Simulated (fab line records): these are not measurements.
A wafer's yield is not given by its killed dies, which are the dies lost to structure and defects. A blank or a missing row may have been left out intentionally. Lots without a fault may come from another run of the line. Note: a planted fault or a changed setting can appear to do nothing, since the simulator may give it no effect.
A lot that was struck, set against a sound lot :: flow gf180mcu :: 23 steps out of a route of 602
Sound: the wafers L225.1, L225.2, L225.4. Struck: wafer L236.4 (left out: L236.5, L236.6 of the same lot, which were not struck); the cause appears at the end.
Per side, at each step with rows, come the tool, then ch with its chambers, and then its first start. Under that, the readings that differ: sound wafers :: struck wafers :: difference of the means :: sigmas: that difference in standard deviations of wafers without a fault.
alike: readings with means less than 2 such deviations apart, plus words and numbers identical on both sides. not compared: withheld readings, readings lacking a value on some wafer, bounds such as >300 that could conceal the same value, and numbers that have no deviation in the record and whose values overlap.
The two part at a step that has a row with sigmas, a row that says differs or no value, or rows on one side only. Numbers that don't overlap but have no deviation are shown without sigmas and don't part them. Lack of a reading on every wafer of one side parts them only where that side has two or more wafers.

GF_M3_STRIP_17: strips in O2/N2.
  sound on plasma asher-04 ch 0,1, day 21 18:42; struck on plasma asher-02 ch 1, day 25 21:11
  alike: drypump motor current A, heater power w, oes product au, strip time to endpoint s
  not compared: rf hours counter h
then, 3 steps without rows for these wafers: GF_M3_STRIP_18 (strips in post etch residue remover, time 1200 s); GF_M3_CLEAN_19 (cleans in DIW); GF_V3_CVD_00 (deposits SiO2, target thk 600 nm, time 100 s).
GF_V3_THK_MEAS_01:
  sound: film metro-03 at day 21 19:22; struck: film metro-03 at day 25 21:49
  alike: V3_CVD_00_THK
GF_V3_CVD_02: deposits SiO2 from TEOS, target thk 850 nm, time 94.851 s.
  sound on pecvd-01 ch 0,1,2, day 21 19:26; struck on pecvd-01 ch 1, day 25 21:53
reading: heater power w (W)
sound: 745 675 777
struck: 537
difference: -195
sigmas: -2
GF_V3_THK_MEAS_03:
  sound: film metro-02 at day 21 19:30; struck: film metro-01 at day 25 21:56
  alike: V3_CVD_02_THK
GF_V3_CMP_04: polishes SiO2.
  sound on cmp-01 ch 0,1,2, day 21 19:34; struck on cmp-01 ch 0, day 25 22:04
reading: slurry flow ml min
sound: 150.0 150.1 150.4
struck: 149.1
difference: -1.1
sigmas: -2
  alike: motor current A, time to endpoint s
GF_V3_BOW_MEAS_05:
  sound: film metro-02 at day 21 19:52; struck: film metro-02 at day 25 22:20
  alike: V3_BOW
then, 3 steps without rows for these wafers: GF_V3_DEHYDRATE_06 (time 60 s); GF_V3_HMDS_07 (prime time 60 s); GF_V3_COAT_08.
GF_V3_COAT_09: resist thk 1000 nm.
  sound on litho track-03 ch 0, day 22 07:00; struck on litho track-03 ch 0, day 26 08:00
reading: model.KrF_of_V3_COAT_09.thk nm (nm)
sound: 1000 1000 997.2
struck: 950.3
difference: -48.8
sigmas: 
then, 3 steps without rows for these wafers: GF_V3_SOFTBAKE_10 (time 60 s); GF_V3_EXPOSE_11 (exposes mask Via3, target cd 260 nm); GF_V3_PEB_12 (peb time 90 s).
GF_V3_DEVELOP_13: develop time 60 s.
  sound on litho track-01 ch 0, day 22 19:40; struck on litho track-04 ch 0, day 26 18:14
reading: model.KrF_of_V3_COAT_09.thk nm (nm)
sound: 985.2 985.3 982.3
struck: 935.3
difference: -49.0
sigmas: 
GF_V3_CD_MEAS_14: target cd 260 nm.
  sound: cd sem-02 at day 22 19:49; struck: cd sem-01 at day 26 18:22
reading: cd nm (nm)
sound: 259.9 260.6 259.5
struck: 262.9
difference: +2.9
sigmas: +2
GF_V3_OVL_MEAS_15:
  sound: overlay-01 at day 22 19:56; struck: overlay-02 at day 26 18:26
reading: V3_OVL (nm)
sound: -3 3 3
struck: 12
difference: +11
sigmas: +2
GF_V3_ETCH_16: etches BARC in N2/H2.
  sound on rie diel-04 ch 0,2,3, day 22 19:58; struck on rie diel-02 ch 2, day 26 18:28
  alike: drypump motor current A, oes product au, throttle valve pct
GF_V3_ETCH_17: etches SiO2 in C4F8/O2/Ar, stops on TiN, target depth 635 nm.
  sound on rie diel-04 ch 0,2,3; struck on rie diel-02 ch 2
  alike: oes product au
GF_V3_STRIP_18: strips in O2/N2.
  sound on plasma asher-02 ch 0,1, day 22 20:05; struck on plasma asher-03 ch 0, day 26 18:37
reading: oes product au (a.u.)
sound: 0.581 0.589 0.594
struck: 0.571
difference: -0.017
sigmas: -4
  alike: drypump motor current A, heater power w
  not compared: rf hours counter h
then, 1 step without rows for these wafers: GF_V3_STRIP_19 (strips in post etch residue remover, time 1200 s).

== WHERE THEY PART ==
Earliest at GF_V3_CVD_02; latest, in this record, at GF_V3_STRIP_18.

WHY: what the simulator had put in
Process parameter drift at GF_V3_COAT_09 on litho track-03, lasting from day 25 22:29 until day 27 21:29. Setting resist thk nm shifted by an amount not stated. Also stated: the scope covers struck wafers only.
